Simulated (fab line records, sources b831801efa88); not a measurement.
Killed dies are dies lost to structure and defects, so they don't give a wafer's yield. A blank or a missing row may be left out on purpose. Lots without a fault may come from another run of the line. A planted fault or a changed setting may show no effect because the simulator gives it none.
fab line records | flow sky130 | part 1 of 2: steps 1 to 43 of 44
record lots=6 wafers=18 last_day=50
route steps=708 shown SONOS_TUNNEL@160 SONOS_ONO@168 GATE_OXIDE@187 PAD_OPEN@708
lots that met no fault: from a run of the same line without faults
start_h: hours from the record's first day to the start of the lot's first wafer shown | wait_h: hours since the lot's step before | " the same as in the row above | L1.1+2: a row that stands for several wafers | - no value, or no start given | * or withheld: withheld | < > ~ a bound
route shown NAME@n: a module of which the file shows steps, and the number in the route of the first | usual: mean/standard deviation of fault-free wafers | same: alike in all rows | chamber/n: place in a boat | sites: the reading at each site | _std_site: their standard deviation | _edge_site: outer sites' mean less inner sites' | radius_mm: how far each site lies from the wafer's centre | mask NAME#n: copy n | behind: the tool/chamber that last shaped the wafer | hold: why the lot was held/for how many hours/how that ended | device: the transistor (n, p or np) that didn't switch | end of line: the same wafers' tests at the end of the route | a step without rows: its recipe alone | killed: dies lost to structure and defects at the first sort, not the wafer's yield | map: a wafer's dies, x killed, . not, _ none there
set.NAME: the setting as run; set.NAME@STEP: as run at that earlier step | model.NAME: the simulator's own value behind a step, which no gauge read
lots at some steps of the route; a table a step, a row a wafer
services: from which hour (start_h, from the record's first day; less than 0 if before it) a tool's chamber was out of use, for how many hours, and why
## steps
# step SKY_SONOS_TUNNEL_DEVELOP_06
# recipe resist=NOVOLAK developer=TMAH develop_time_s=60 dev_temp_c=23
# step SKY_SONOS_TUNNEL_CD_MEAS_07
# recipe target_cd_nm=410
# usual cd_nm=410.5/2.1
# columns lot.wafer tool chamber start_h wait_h cd_nm
L661.2 cd_sem-02 - 268.73 0.1 407.3
L661.4 " - " " 408.1
L661.5 " - " " 411.8
L668.2 cd_sem-02 - 331.93 0.1 415.1
L668.3 " - " " 415.8
L668.5 " - " " 416.0
L669.2 cd_sem-02 - 343.61 0.1 410.7
L669.3 " - " " 409.1
L669.6 " - " " 409.0
L677.3 cd_sem-01 - 409.45 0.1 413.0
L677.5 " - " " 412.7
L677.6 " - " " 412.0
L679.1 cd_sem-01 - 418.96 0.1 410.1
L679.3 " - " " 411.5
L679.4 " - " " 409.9
L681.1 cd_sem-02 - 430.86 0.1 410.2
L681.4 " - " " 411.7
L681.6 " - " " 411.7
# step SKY_SONOS_TUNNEL_OVL_MEAS_08
# usual SONOS_TUNNEL_OVL=-0.6/1.4
# columns lot.wafer tool chamber start_h wait_h SONOS_TUNNEL_OVL[nm]
L661.2 overlay-02 - 268.83 0.1 -0.8
L661.4 " - " " -0.6
L661.5 " - " " -0.7
L668.2 overlay-02 - 332.03 0.1 -2.2
L668.3 " - " " -1.3
L668.5 " - " " 0.3
L669.2 overlay-02 - 343.71 0.1 -1.0
L669.3 " - " " 2.5
L669.6 " - " " 1.2
L677.3 overlay-01 - 409.54 0.1 -0.3
L677.5 " - " " -0.6
L677.6 " - " " -0.7
L679.1 overlay-01 - 419.08 0.1 -1.4
L679.3 " - " " -2.1
L679.4 " - " " -1.3
L681.1 overlay-01 - 430.98 0.1 1.6
L681.4 " - " " 2.4
L681.6 " - " " -0.1
# step SKY_SONOS_TUNNEL_IMPLANT_09
# recipe species=B energy_kev=20 dose_cm2=1e+12 tilt_deg=withheld
# step SKY_SONOS_TUNNEL_WET_ETCH_10
# recipe chemistry=dHF target_depth_nm=14 target=SiO2 dilution=100:1 temp_c=25 time_s=280
# step SKY_SONOS_TUNNEL_STRIP_11
# recipe chemistry=SPM time_s=600 temp_c=130
# step SKY_SONOS_TUNNEL_TW_MEAS_12
# usual SONOS_TUNNEL_TW=196.2/1.5
# columns lot.wafer tool chamber start_h wait_h SONOS_TUNNEL_TW
L661.2 film_metro-01 - 269.28 0.0 198.3
L661.4 " - " " 197.7
L661.5 " - " " 197.9
L668.2 film_metro-02 - 332.48 0.0 194.1
L668.3 " - " " 195.5
L668.5 " - " " 195.9
L669.2 film_metro-04 - 344.17 0.0 194.9
L669.3 " - " " 195.0
L669.6 " - " " 195.1
L677.3 film_metro-04 - 409.99 0.0 195.8
L677.5 " - " " 195.7
L677.6 " - " " 196.0
L679.1 film_metro-04 - 419.56 0.0 195.6
L679.3 " - " " 195.2
L679.4 " - " " 196.3
L681.1 film_metro-02 - 431.42 0.0 196.3
L681.4 " - " " 196.4
L681.6 " - " " 196.7
# step SKY_SONOS_TUNNEL_CLEAN_13
# recipe chemistry=dHF time_s=20 dilution=100:1 dry=ipa_marangoni
# step SKY_SONOS_ONO_OXIDATION_00
# recipe temp_c=800 ambient=O2 idle_temp_c=700 ramp_up_c_per_min=10 ramp_down_c_per_min=3 stabilise_s=600 purge_s=300 target_thk_a=26 ox_time_s=1249
# step SKY_SONOS_ONO_THK_MEAS_01
# recipe reads=SiO2_of_SONOS_ONO_OXIDATION_00
# usual SONOS_ONO_OXIDATION_THK=2.58/0.051
# columns lot.wafer tool chamber start_h wait_h SONOS_ONO_OXIDATION_THK[nm]
L661.2 film_metro-01 - 271.49 0.0 2.57
L661.4 " - " " 2.50
L661.5 " - " " 2.53
L668.2 film_metro-03 - 333.92 0.0 2.61
L668.3 " - " " 2.67
L668.5 " - " " 2.65
L669.2 film_metro-04 - 346.19 0.0 2.53
L669.3 " - " " 2.54
L669.6 " - " " 2.57
L677.3 film_metro-04 - 411.80 0.0 2.65
L677.5 " - " " 2.65
L677.6 " - " " 2.64
L679.1 film_metro-01 - 420.98 0.0 2.63
L679.3 " - " " 2.64
L679.4 " - " " 2.63
L681.1 film_metro-03 - 433.64 0.0 2.51
L681.4 " - " " 2.57
L681.6 " - " " 2.55
# step SKY_SONOS_ONO_CVD_02
# recipe material=Si3N4 precursor=DCS/NH3 target_thk_nm=10.5 temp_c=770 time_s=180 pressure_mtorr=250
# step SKY_SONOS_ONO_THK_MEAS_03
# recipe reads=Si3N4_of_SONOS_ONO_CVD_02
# usual SONOS_ONO_CVD_02_THK=10.53/0.14
# columns lot.wafer tool chamber start_h wait_h SONOS_ONO_CVD_02_THK[nm]
L661.2 film_metro-04 - 273.18 0.0 10.56
L661.4 " - " " 10.55
L661.5 " - " " 10.60
L668.2 film_metro-03 - 335.48 0.0 10.60
L668.3 " - " " 10.52
L668.5 " - " " 10.68
L669.2 film_metro-03 - 347.30 0.0 10.62
L669.3 " - " " 10.61
L669.6 " - " " 10.73
L677.3 film_metro-03 - 412.91 0.0 10.57
L677.5 " - " " 10.65
L677.6 " - " " 10.57
L679.1 film_metro-04 - 422.09 0.0 10.35
L679.3 " - " " 10.19
L679.4 " - " " 10.28
L681.1 film_metro-04 - 437.55 0.0 10.41
L681.4 " - " " 10.40
L681.6 " - " " 10.47
# step SKY_SONOS_ONO_CVD_04
# recipe material=SiO2 precursor=SiH4/N2O target_thk_nm=5.7199 temp_c=900 pressure_mtorr=400
# usual zone_power_bottom_pct=28.9/2.2
# columns lot.wafer tool chamber start_h wait_h zone_power_bottom_pct model.SiO2_of_SONOS_ONO_CVD_04.thk_nm
L661.2 lpcvd-03 1 273.43 0.2 31.2 5.73
L661.4 " 1 " " 31.0 5.693
L661.5 " 1 " " 31.2 5.807
L668.2 lpcvd-03 1 335.53 0.0 30.9 6.107
L668.3 " 1 " " 30.9 5.915
L668.5 " 1 " " 31.2 6.087
L669.2 lpcvd-03 1 347.35 0.0 31.2 6
L669.3 " 1 " " 31.1 6.117
L669.6 " 1 " " 31.5 6.163
L677.3 lpcvd-03 1 412.95 0.0 31.3 5.836
L677.5 " 1 " " 31.3 5.799
L677.6 " 1 " " 31.5 5.83
L679.1 lpcvd-03 0 422.15 0.1 27.1 5.818
L679.3 " 0 " " 27.0 5.769
L679.4 " 0 " " 27.1 5.859
L681.1 lpcvd-03 0 437.61 0.1 26.9 5.939
L681.4 " 0 " " 26.4 5.773
L681.6 " 0 " " 26.7 5.945
# step SKY_SONOS_ONO_THK_MEAS_05
# recipe reads=SiO2_of_SONOS_ONO_CVD_04
# usual SONOS_ONO_CVD_04_THK=5.76/0.11
# columns lot.wafer tool chamber start_h wait_h SONOS_ONO_CVD_04_THK[nm]
L661.2 film_metro-04 - 274.69 0.0 5.72
L661.4 " - " " 5.69
L661.5 " - " " 5.83
L668.2 film_metro-01 - 336.79 0.0 6.13
L668.3 " - " " 5.95
L668.5 " - " " 6.11
L669.2 film_metro-04 - 348.61 0.0 5.98
L669.3 " - " " 6.12
L669.6 " - " " 6.14
L677.3 film_metro-04 - 414.22 0.0 5.83
L677.5 " - " " 5.85
L677.6 " - " " 5.81
L679.1 film_metro-03 - 423.40 0.0 5.80
L679.3 " - " " 5.81
L679.4 " - " " 5.87
L681.1 film_metro-04 - 438.86 0.0 5.93
L681.4 " - " " 5.79
L681.6 " - " " 5.97
# step SKY_SONOS_ONO_DEHYDRATE_06
# recipe temp_c=200 time_s=60
# step SKY_SONOS_ONO_HMDS_07
# recipe prime_time_s=60 prime_temp_c=120
# step SKY_SONOS_ONO_COAT_08
# recipe resist=NOVOLAK spin_rpm=3000 resist_thk_nm=1140
# step SKY_SONOS_ONO_SOFTBAKE_09
# recipe temp_c=90 time_s=60 resist=NOVOLAK
# step SKY_SONOS_ONO_EXPOSE_10
# recipe mask_id=ONOM target_cd_nm=410 na=0.6 source_shape=conventional sigma_outer=0.6 dose_mj=150
# step SKY_SONOS_ONO_PEB_11
# recipe temp_c=withheld time_s=* resist=NOVOLAK
# step SKY_SONOS_ONO_DEVELOP_12
# recipe develop_time_s=60 dev_temp_c=23
# step SKY_SONOS_ONO_CD_MEAS_13
# recipe target_cd_nm=410
# usual cd_nm=410.6/2.3
# columns lot.wafer tool chamber start_h wait_h cd_nm
L661.2 cd_sem-01 - 299.03 0.1 406.7
L661.4 " - " " 407.4
L661.5 " - " " 407.6
L668.2 cd_sem-02 - 364.00 0.2 411.4
L668.3 " - " " 412.5
L668.5 " - " " 411.4
L669.2 cd_sem-02 - 376.18 0.1 411.1
L669.3 " - " " 409.8
L669.6 " - " " 412.0
L677.3 cd_sem-02 - 444.00 0.1 409.5
L677.5 " - " " 407.3
L677.6 " - " " 410.0
L679.1 cd_sem-01 - 453.46 0.1 410.7
L679.3 " - " " 409.4
L679.4 " - " " 409.2
L681.1 cd_sem-01 - 469.86 0.1 407.1
L681.4 " - " " 407.0
L681.6 " - " " 407.5
# step SKY_SONOS_ONO_OVL_MEAS_14
# usual SONOS_ONO_OVL=-0.7/1.5
# columns lot.wafer tool chamber start_h wait_h SONOS_ONO_OVL[nm]
L661.2 overlay-02 - 299.13 0.1 -0.9
L661.4 " - " " -2.4
L661.5 " - " " -2.6
L668.2 overlay-01 - 364.10 0.1 -2.8
L668.3 " - " " -2.1
L668.5 " - " " -1.2
L669.2 overlay-01 - 376.28 0.1 -2.8
L669.3 " - " " -0.2
L669.6 " - " " -4.6
L677.3 overlay-02 - 444.09 0.1 0.6
L677.5 " - " " 1.0
L677.6 " - " " 0.8
L679.1 overlay-02 - 453.58 0.1 -2.0
L679.3 " - " " -0.3
L679.4 " - " " 0.0
L681.1 overlay-02 - 469.98 0.1 -1.0
L681.4 " - " " -1.4
L681.6 " - " " 0.3
# step SKY_SONOS_ONO_ETCH_15
# recipe target_depth_nm=19.52 chemistry=CHF3/O2 source_w=600 bias_w=200 pressure_mtorr=40 chf3_flow_sccm=50 O2_flow_sccm=5 time_s=7.8
# usual chamber_pressure_mTorr=40.00/0.037 drypump_motor_current_A=5.8/0.42 oes_product_au=0.999/0.0085 throttle_valve_pct=8.824/0.0084
# columns lot.wafer tool chamber start_h wait_h chamber_pressure_mTorr drypump_motor_current_A oes_product_au rf_hours_counter_h throttle_valve_pct
L661.2 rie_diel-04 1 299.16 0.0 39.94 6.1 1.004 96 8.831
L661.4 " 2 " " 39.95 5.7 1.001 2 8.838
L661.5 " 2 " " 40.01 5.7 0.997 - 8.830
L668.2 rie_diel-02 3 364.13 0.0 39.95 5.5 0.991 1 8.811
L668.3 " 0 " " 39.95 5.7 1.002 65 8.830
L668.5 " 2 " " 39.93 5.7 1.000 - 8.824
L669.2 rie_diel-02 3 376.31 0.0 39.98 5.6 1.008 1 8.822
L669.3 " 2 " " 39.99 5.7 1.008 5 8.832
L669.6 " 0 " " 40.00 5.8 1.020 - 8.828
L677.3 rie_diel-03 1 444.11 0.0 40.00 5.6 1.002 13 8.824
L677.5 " 1 " " 40.02 5.6 0.999 - 8.822
L677.6 " 0 " " 40.02 5.8 1.007 - 8.833
L679.1 rie_diel-03 0 453.61 0.0 39.93 5.8 1.008 17 8.819
L679.3 " 2 " " 40.07 5.4 1.002 9 8.836
L679.4 " 3 " " 39.97 5.9 1.009 6 8.830
L681.1 rie_diel-04 3 470.01 0.0 39.96 6.5 0.986 81 8.811
L681.4 " 1 " " 39.99 6.2 0.971 0 8.817
L681.6 " 0 " " 40.10 6.4 0.999 - 8.812
# step SKY_SONOS_ONO_WET_ETCH_16
# recipe chemistry=dHF target_depth_nm=14 dry=n2_spin target=SiO2 dilution=100:1 temp_c=25 time_s=280
# step SKY_SONOS_ONO_STRIP_17
# recipe chemistry=O2/N2 power_w=1400 pressure_mtorr=1500 platen_temp_c=withheld o2_flow_sccm=3000 n2_flow_sccm=300 overash_fraction=0.5
# usual chamber_pressure_mTorr=1500.0/1.5 drypump_motor_current_A=5.8/0.6 oes_product_au=0.710/0.004 strip_time_to_endpoint_s=14.12/0.043
# columns lot.wafer tool chamber start_h wait_h chamber_pressure_mTorr drypump_motor_current_A oes_product_au rf_hours_counter_h strip_time_to_endpoint_s
L661.2 plasma_asher-01 1 299.28 0.0 1501.6 6.5 0.711 59 14.16
L661.4 " 0 " " 1498.3 5.3 0.707 - 14.16
L661.5 " 0 " " 1498.9 5.3 0.714 - 14.14
L668.2 plasma_asher-04 1 364.24 0.0 1500.5 5.2 0.716 58 14.13
L668.3 " 0 " " 1499.4 6.1 0.707 - 14.12
L668.5 " 1 " " 1500.8 5.2 0.713 - 14.11
L669.2 plasma_asher-04 1 376.42 0.0 1500.2 5.2 0.718 60 14.16
L669.3 " 1 " " 1498.0 5.2 0.712 - 14.15
L669.6 " 0 " " 1500.3 6.1 0.710 - 14.11
L677.3 plasma_asher-03 1 444.25 0.0 1503.9 6.6 0.710 - 14.12
L677.5 " 1 " " 1496.8 6.5 0.707 - 14.06
L677.6 " 0 " " 1498.7 5.2 0.708 - 14.08
L679.1 plasma_asher-04 1 453.72 0.0 1497.6 5.2 0.715 67 14.04
L679.3 " 1 " " 1501.0 5.2 0.709 - 14.03
L679.4 " 0 " " 1502.5 6.2 0.713 - 14.03
L681.1 plasma_asher-01 1 470.14 0.0 1500.1 6.6 0.713 77 14.11
L681.4 " 1 " " 1498.8 6.5 0.710 - 14.11
L681.6 " 1 " " 1499.1 6.6 0.706 - 14.12
# step SKY_SONOS_ONO_WET_ETCH_18
# recipe chemistry=H3PO4 target_depth_nm=15 target=Si3N4 temp_c=160 time_s=172
# step SKY_GATE_OXIDE_CLEAN_00
# recipe chemistry=SC1/SC2 mix=1:4:20 temp_c=70 time_s=150 dry=n2_spin
# step SKY_GATE_OXIDE_OXIDATION_01
# recipe temp_c=900 ambient=O2 stabilise_s=600 purge_s=300 target_thk_a=102.68 ox_time_s=1473
# step SKY_GATE_OXIDE_THK_MEAS_02
# recipe reads=SiO2_of_GATE_OXIDE_OXIDATION_01
# usual GATE_OXIDE_OXIDATION_00_THK=10.24/0.15
# columns lot.wafer tool chamber start_h wait_h GATE_OXIDE_OXIDATION_00_THK[nm]
L661.2 film_metro-02 - 302.03 0.0 10.12
L661.4 " - " " 10.12
L661.5 " - " " 10.14
L668.2 film_metro-03 - 366.47 0.0 10.38
L668.3 " - " " 10.34
L668.5 " - " " 10.34
L669.2 film_metro-01 - 378.14 0.0 10.19
L669.3 " - " " 10.38
L669.6 " - " " 10.35
L677.3 film_metro-03 - 445.85 0.0 10.55
L677.5 " - " " 10.67
L677.6 " - " " 10.38
L679.1 film_metro-01 - 455.34 0.0 10.33
L679.3 " - " " 10.42
L679.4 " - " " 10.27
L681.1 film_metro-02 - 471.76 0.0 10.08
L681.4 " - " " 10.10
L681.6 " - " " 10.09
# step SKY_GATE_OXIDE_DEHYDRATE_03
# recipe temp_c=200 time_s=60
# step SKY_GATE_OXIDE_HMDS_04
# recipe prime_time_s=60 prime_temp_c=120
# step SKY_GATE_OXIDE_COAT_05
# recipe resist=NOVOLAK spin_rpm=3000 resist_thk_nm=1140
# step SKY_GATE_OXIDE_SOFTBAKE_06
# recipe temp_c=90 time_s=60 resist=NOVOLAK
# step SKY_GATE_OXIDE_EXPOSE_07
# recipe mask_id=LVOM na=0.6 source_shape=conventional sigma_outer=0.6 polarization=unpolarized target_cd_nm=600 dose_mj=170
# step SKY_GATE_OXIDE_PEB_08
# recipe temp_c=withheld time_s=* resist=NOVOLAK
# step SKY_GATE_OXIDE_DEVELOP_09
# recipe resist=NOVOLAK developer=TMAH develop_time_s=60 dev_temp_c=23
# step SKY_GATE_OXIDE_OVL_MEAS_10
# usual GATE_OXIDE_OVL=-0.3/1.3
# columns lot.wafer tool chamber start_h wait_h GATE_OXIDE_OVL[nm]
L661.2 overlay-02 - 327.66 0.1 -0.2
L661.4 " - " " -1.3
L661.5 " - " " -2.1
L668.2 overlay-01 - 395.44 0.1 -0.1
L668.3 " - " " 1.6
L668.5 " - " " 0.6
L669.2 overlay-02 - 407.09 0.1 0.8
L669.3 " - " " -0.6
L669.6 " - " " 0.1
L677.3 overlay-01 - 476.57 0.1 1.1
L677.5 " - " " 2.2
L677.6 " - " " 2.2
L679.1 overlay-01 - 486.26 0.1 -1.0
L679.3 " - " " 0.4
L679.4 " - " " -0.5
L681.1 overlay-02 - 502.44 0.1 -0.2
L681.4 " - " " -0.1
L681.6 " - " " 0.3
# step SKY_GATE_OXIDE_IMPLANT_11
# recipe species=B energy_kev=10 dose_cm2=2.6e+12 tilt_deg=withheld
# step SKY_GATE_OXIDE_WET_ETCH_12
# recipe chemistry=dHF target_depth_nm=16.8 dry=n2_spin target=SiO2 dilution=100:1 temp_c=25 time_s=336
# step SKY_GATE_OXIDE_STRIP_13
# recipe chemistry=O2/N2 power_w=1400 pressure_mtorr=1500 platen_temp_c=withheld o2_flow_sccm=3000 n2_flow_sccm=300 overash_fraction=0.5
# usual chamber_pressure_mTorr=1500.0/1.4 drypump_motor_current_A=5.8/0.57 oes_product_au=0.715/0.0047 strip_time_to_endpoint_s=14.17/0.044
# columns lot.wafer tool chamber start_h wait_h chamber_pressure_mTorr drypump_motor_current_A oes_product_au rf_hours_counter_h strip_time_to_endpoint_s
L661.2 plasma_asher-04 0 328.05 0.0 1498.5 6.2 0.712 54 14.18
L661.4 " 0 " " 1498.8 6.2 0.722 - 14.20
L661.5 " 1 " " 1496.6 5.2 0.714 - 14.18
L668.2 plasma_asher-01 1 395.73 0.0 1501.1 6.5 0.717 69 14.14
L668.3 " 1 " " 1500.6 6.5 0.720 - 14.19
L668.5 " 1 " " 1503.3 6.6 0.712 - 14.17
L669.2 plasma_asher-01 0 407.38 0.0 1498.9 5.3 0.707 71 14.17
L669.3 " 1 " " 1501.2 6.5 0.710 - 14.22
L669.6 " 1 " " 1499.8 6.6 0.713 - 14.20
L677.3 plasma_asher-04 0 476.89 0.0 1503.1 6.2 0.713 - 14.20
L677.5 " 1 " " 1500.4 5.2 0.723 - 14.23
L677.6 " 0 " " 1500.4 6.2 0.718 - 14.20
L679.1 plasma_asher-04 0 486.55 0.0 1501.0 6.1 0.715 70 14.16
L679.3 " 0 " " 1501.2 6.2 0.716 - 14.16
L679.4 " 1 " " 1499.9 5.2 0.721 - 14.14
L681.1 plasma_asher-02 1 502.73 0.0 1500.0 5.2 0.724 7 14.14
L681.4 " 0 " " 1501.0 6.0 0.710 - 14.19
L681.6 " 0 " " 1501.0 6.0 0.716 - 14.16
# step SKY_GATE_OXIDE_TW_MEAS_14
# usual GATE_OXIDE_TW=223.4/2.9
# columns lot.wafer tool chamber start_h wait_h GATE_OXIDE_TW
L661.2 film_metro-03 - 328.16 0.1 220.2
L661.4 " - " " 219.8
L661.5 " - " " 220.4
L668.2 film_metro-03 - 395.84 0.1 219.6
L668.3 " - " " 219.1
L668.5 " - " " 219.8
L669.2 film_metro-01 - 407.49 0.1 226.0
L669.3 " - " " 226.1
L669.6 " - " " 226.1
L677.3 film_metro-01 - 476.97 0.1 228.2
L677.5 " - " " 226.4
L677.6 " - " " 226.2
L679.1 film_metro-02 - 486.65 0.1 223.9
L679.3 " - " " 223.5
L679.4 " - " " 222.8
L681.1 film_metro-03 - 502.83 0.1 219.4
L681.4 " - " " 219.9
L681.6 " - " " 220.0
# step SKY_GATE_OXIDE_CLEAN_15
# recipe chemistry=SC1/SC2 mix=1:4:20 temp_c=70 time_s=150 dry=n2_spin
# columns lot.wafer tool chamber start_h wait_h model.SiO2_of_SONOS_ONO_CVD_04.thk_nm
L661.2 wet_bench-04 3 328.21 0.0 4.214
L661.4 " 3 " " 4.175
L661.5 " 3 " " 4.291
L668.2 wet_bench-02 0 395.89 0.0 4.582
L668.3 " 0 " " 4.399
L668.5 " 0 " " 4.565
L669.2 wet_bench-02 3 407.54 0.0 4.491
L669.3 " 3 " " 4.608
L669.6 " 3 " " 4.655
L677.3 wet_bench-02 0 477.01 0.0 4.318
L677.5 " 0 " " 4.276
L677.6 " 0 " " 4.314
L679.1 wet_bench-02 0 486.71 0.1 4.313
L679.3 " 0 " " 4.262
L679.4 " 0 " " 4.35
L681.1 wet_bench-04 1 502.89 0.1 4.397
L681.4 " 1 " " 4.235
L681.6 " 1 " " 4.402
## key
first_sign step=SKY_SONOS_ONO_THK_MEAS_05 reading=SONOS_ONO_CVD_04_THK direction=up sigmas=2.8 usual=5.76 struck=6.07
effect none on later readings
model_effect step=SKY_SONOS_ONO_CVD_04 value=SiO2_of_SONOS_ONO_CVD_04.thk_nm without=5.672 struck=6.065
model_effect step=SKY_GATE_OXIDE_CLEAN_15 value=SiO2_of_SONOS_ONO_CVD_04.thk_nm without=4.157 struck=4.55
model_effect step=SKY_PAD_OPEN_PROBE_99 value=etest.cap_ono.gate_log10_a_cm2 without=-7.948 struck=-8.456
met_at SKY_SONOS_ONO_CVD_04
struck_wafers L668.2,L668.3,L668.5,L669.2,L669.3,L669.6
tester_left_out L668,L669
onset_between 273.43 335.53
fault kind=process_parameter_drift tool=lpcvd-03 chamber=1 onset_h=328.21 steps=SKY_SONOS_ONO_CVD_04 channel=target_thk_nm offset=0.39316 shape=step end_h=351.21 stated=5.7199
# tester_left_out: of these lots the tester's yield and bins aren't shown, on N5 and GAA mostly nor the transistor test; their killed dies are dies lost to structure and defects alone, not to doping, threshold or leakage, so they don't give the yield
